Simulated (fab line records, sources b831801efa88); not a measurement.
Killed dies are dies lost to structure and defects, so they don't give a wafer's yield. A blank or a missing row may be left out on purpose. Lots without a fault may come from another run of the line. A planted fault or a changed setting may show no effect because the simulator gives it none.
One fault seen from 2 desks | flow sky130 | each desk has only its own numbers; what lay behind them comes last

THE METROLOGY DESK
What the gauges read, lot by lot, whatever tool the lot ran on: means of the sampled wafers that have a number. A lot is out of limits, marked OUT, if its mean lies more than 4 standard deviations from the usual mean; the brackets give that distance.
Columns: A = NWELL_00_OVL at SKY_NWELL_OVL_MEAS_10, usual -0.5 nm; B = CONTACT_HDPCVD_THK at SKY_CONTACT_THK_MEAS_03, usual 567 nm
lot  | first seen here | A    | B
L643 | day 5 05:28     | -2.3 | 566
L645 | day 5 22:20     | -0.9 | 574
L647 | day 6 10:35     | 0.7  | 561
L646 | day 6 11:28     | 0.1  | 561
L648 | day 6 20:14     | 0.2  | 565
L649 | day 6 22:35     | -0.7 | 566
L651 | day 7 07:40     | -0.6 | 567
L652 | day 7 12:22     | 0.9  | 567
L653 | day 7 17:47     | -0.7 | 561
L658 | day 9 08:16     | 1.2  | 534 (-5.7) OUT
L663 | day 10 05:43    | -1.5 | 526 (-7.3) OUT
This desk's finding: out of limits on L658, L663; first on L658, day 36 22:23 (CONTACT_HDPCVD_THK at SKY_CONTACT_THK_MEAS_03). In limits: L643, L645, L647, L646, L648, L649, L651, L652, L653.

THE TOOL OWNER'S DESK: hdpcvd-01
The tool's own readings at SKY_CONTACT_HDPCVD_02 (deposits SiO2, target thk 565 nm, time 94.2 s): means of the sampled wafers that have a number, for each lot that ran on this tool. A lot is out of limits, marked OUT, if its mean lies more than 4 standard deviations from the usual mean; the brackets give that distance.
Columns: A = run_length_s at SKY_CONTACT_HDPCVD_02, usual 122.1 s; B = susceptor_temp_C at SKY_CONTACT_HDPCVD_02, usual 599.98 C
lot  | first seen here | A               | B
L643 | day 31 10:31    | 122.5           | 599.75
L645 | day 32 09:29    | 122.5           | 600.22
L649 | day 33 20:59    | 122.3           | 599.95
L651 | day 34 03:34    | 122.3           | 600.19
L658 | day 36 22:18    | 115.5 (-13) OUT | 599.42
L663 | day 37 17:27    | 115.3 (-13) OUT | 599.88
This desk's finding: out of limits on L658, L663; first on L658, day 36 22:18 (run_length_s at SKY_CONTACT_HDPCVD_02). In limits: L643, L645, L649, L651.

PUT TOGETHER
The tool owner's desk could have raised an alarm at day 36 22:18, on L658, L663.
The metrology desk could have raised an alarm at day 36 22:23, on L658, L663.
Of the lots named, all ran SKY_CONTACT_HDPCVD_02 on hdpcvd-01.

WHAT THE SIMULATOR HAD PUT IN
Process parameter drift: hdpcvd-01, from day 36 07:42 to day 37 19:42, at SKY_CONTACT_HDPCVD_02. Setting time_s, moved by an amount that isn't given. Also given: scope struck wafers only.
Lots struck among those shown: L658, L663.
Hours from the fault's start to each desk's first reading out of limits: the tool owner's desk, 15; the metrology desk, 15.
